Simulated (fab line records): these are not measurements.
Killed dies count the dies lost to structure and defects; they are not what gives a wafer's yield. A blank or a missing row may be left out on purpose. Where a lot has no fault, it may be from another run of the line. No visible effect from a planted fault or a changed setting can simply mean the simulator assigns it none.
A struck lot beside a sound one -- flow sfq-line -- 14 out of 325 route steps
Sound: these wafers, L761.1, L761.4, L761.6. Wafers struck: L758.3, L758.5, L758.6. The cause is named last.
At each step with rows: each side's tool, then ch and its chambers, then its first start. Under that, the readings that differ: sound wafers -- struck wafers -- difference of the means -- sigmas: that difference in standard deviations of wafers without a fault.
alike: a reading whose means differ by less than 2 such deviations, as well as words and numbers matching on both sides. not compared: withheld readings; readings where some wafer has no value; bounds like >300 that might hide an equal value; numbers whose values overlap and for which the record gives no deviation.
A row with sigmas, a row that says differs or no value, or rows on one side alone: a step with any of these is where the two part. Numbers that have no deviation but don't overlap get no sigmas and don't part them. A reading that every wafer of one side lacks parts them only if that side has two wafers or more.

first, 6 steps without rows for these wafers: SFQ_TRILAYER_M7_LITHO_COAT_182 (resist thk 62 nm); SFQ_TRILAYER_M7_LITHO_COAT_177 (resist thk 600 nm); SFQ_TRILAYER_M7_LITHO_SOFTBAKE_181; SFQ_TRILAYER_M7_LITHO_EXPOSE_178 (exposes mask M7, target cd 500 nm); SFQ_TRILAYER_M7_LITHO_PEB_180 (peb time 60 s); SFQ_TRILAYER_M7_LITHO_DEVELOP_179 (time 60 s).
SFQ_M7_OVL_MEAS_945:
  sound on overlay-01, day 78 04:04; struck on overlay-01, day 70 20:16
reading,sound,struck,difference,sigmas
M7_OVL (nm),-13 -14 -13,4 2 0,+15,+2
SFQ_TRILAYER_M7_BARC_OPEN_METAL_ETCH_229: etches BARC in O2, target depth 125 nm, time 41.7 s.
  sound on rie-metal-02 ch 0,1, day 78 04:06; struck on rie-metal-03 ch 0,1, day 70 20:18
  alike: drypump-motor-current-A, oes-product-au
  not compared: rf-hours-counter-h
SFQ_TRILAYER_M7_ETCH_METAL_ETCH_180: etches Nb in Cl2/Ar, stops on SiO2, target depth 240 nm, time 120 s.
  sound on rie-metal-02 ch 0,1, day 78 04:10; struck on rie-metal-03 ch 0,1, day 70 20:23
  alike: drypump-motor-current-A, oes-product-au
  not compared: rf-hours-counter-h
SFQ_TRILAYER_M7_STRIP_STRIP_181: strips in O2.
  sound on rie-metal-02 ch 0,1, day 78 04:17; struck on rie-metal-03 ch 0,1, day 70 20:40
  alike: drypump-motor-current-A, oes-product-au
  not compared: rf-hours-counter-h
then, 1 step without rows for these wafers: SFQ_TRILAYER_M7_STRIP_SOLV_CLEAN_182 (cleans in NMP, time 600 s).
SFQ_TRILAYER_I7_DEP_PECVD_183: deposits SiO2 from SiH4/N2O, time 111.11 s, target thk 500 nm.
  sound on pecvd-03 ch 1,2, day 78 05:04; struck on pecvd-01 ch 1,2, day 70 21:25
reading,sound,struck,difference,sigmas
heater-power-w (W),81 104 83,57 44 63,-35,-4
rf-fwd-power-W (W),181.2 181.6 181.2,255.9 255.5 255.9,+74.4,+99 or more
showerhead-vpp-V (V),804 788 817,927 943 957,+139,+4
model.SiO2_of_TRILAYER_I7_DEP_PECVD_183.thk-nm (nm),491.5 503.8 501.2,550.2 565 563,+60.6,
  alike: chamber-pressure-Torr, throttle-valve-pct
SFQ_TRILAYER_I7_CMP_CMP_184: polishes SiO2.
  sound on cmp-01 ch 0,1, day 78 05:08; struck on cmp-02 ch 2,3, day 70 23:36
reading,sound,struck,difference,sigmas
time-to-endpoint-s (s),215 220 221,246 259 268,+39,+6
  alike: motor-current-A
SFQ_I7_BOW_MEAS_946:
  sound on film-metro-01, day 78 08:08; struck on film-metro-04, day 71 02:38
  alike: I7_BOW

WHERE THEY PART
First at SFQ_M7_OVL_MEAS_945; last, within this record, at SFQ_TRILAYER_I7_CMP_CMP_184. Later steps at which nothing parts them and some readings are alike: SFQ_I7_BOW_MEAS_946.

WHY: whatever the simulator had introduced
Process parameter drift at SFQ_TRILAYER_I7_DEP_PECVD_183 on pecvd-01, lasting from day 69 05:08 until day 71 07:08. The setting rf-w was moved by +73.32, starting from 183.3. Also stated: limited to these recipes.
